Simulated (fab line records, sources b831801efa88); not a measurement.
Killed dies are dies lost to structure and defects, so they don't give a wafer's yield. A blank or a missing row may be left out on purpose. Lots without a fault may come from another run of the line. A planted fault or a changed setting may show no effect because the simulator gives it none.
One fault seen from 2 desks | flow gf180mcu | each desk has only its own numbers; what lay behind them comes last

THE METROLOGY DESK
What the gauges read, lot by lot, whatever tool the lot ran on: means of the sampled wafers that have a number. A lot is out of limits, marked OUT, if its mean lies more than 4 standard deviations from the usual mean; the brackets give that distance.
Columns: A = MVSD_OVL at GF_MVSD_OVL_MEAS_07, usual -0.2 nm; B = HV_LDD_OVL at GF_HV_LDD_OVL_MEAS_08, usual -0.8 nm
lot  | first seen here | A    | B
L610 | day 4 11:18     | -1.6 | 0.4
L618 | day 6 09:05     | 0.5  | -1.1
L619 | day 6 12:45     | 1.7  | -1.9
L624 | day 7 20:50     | -1.5 | -1.9
L625 | day 8 01:08     | 1.5  | 0.6
L626 | day 8 06:50     | -0.5 | -0.6
L627 | day 8 14:11     | 0.6  | 0.4
L628 | day 8 19:33     | 1.1  | -0.3
L629 | day 9 00:45     | 0.8  | -3.7
L630 | day 9 05:33     | -0.6 | -0.6
L631 | day 9 11:40     | -1.1 | -1.7
L632 | day 9 17:12     | -0.1 | 0.8
L633 | day 10 01:30    | -0.6 | -1.5
This desk's finding: nothing out of limits on any of the 13 lots.

THE TOOL OWNER'S DESK: plasma_asher-01
The tool's own readings at GF_HV_LDD_STRIP_10 (strips in O2/N2): means of the sampled wafers that have a number, for each lot that ran on this tool. A lot is out of limits, marked OUT, if its mean lies more than 4 standard deviations from the usual mean; the brackets give that distance.
Columns: A = drypump_motor_current_A at GF_HV_LDD_STRIP_10, usual 5.87 A; B = heater_power_w at GF_HV_LDD_STRIP_10, usual 307 W; C = oes_product_au at GF_HV_LDD_STRIP_10, usual 0.716 a.u.; D = strip_time_to_endpoint_s at GF_HV_LDD_STRIP_10, usual 12.62 s
lot  | first seen here | A    | B   | C               | D
L619 | day 12 16:00    | 6.11 | 313 | 0.910 (+45) OUT | -
L626 | day 14 21:47    | 5.94 | 295 | 0.718           | 12.62
L627 | day 15 01:26    | 6.15 | 313 | 0.717           | 12.65
L628 | day 15 11:46    | 6.11 | 317 | 0.720           | 12.65
This desk's finding: out of limits on L619; first on L619, day 12 16:00 (oes_product_au at GF_HV_LDD_STRIP_10). In limits: L626, L627, L628.

PUT TOGETHER
The tool owner's desk could have raised an alarm at day 12 16:00, on L619.
The metrology desk saw nothing out of limits.
The metrology desk has L619 on record, within its limits.
Of the lots named, all ran GF_HV_LDD_STRIP_10 on plasma_asher-01.

WHAT THE SIMULATOR HAD PUT IN
Strip aborted: plasma_asher-01, from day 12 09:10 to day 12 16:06, at GF_HV_LDD_STRIP_10. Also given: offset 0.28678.
Lots struck among those shown: L619.
Hours from the fault's start to each desk's first reading out of limits: the tool owner's desk, 7.
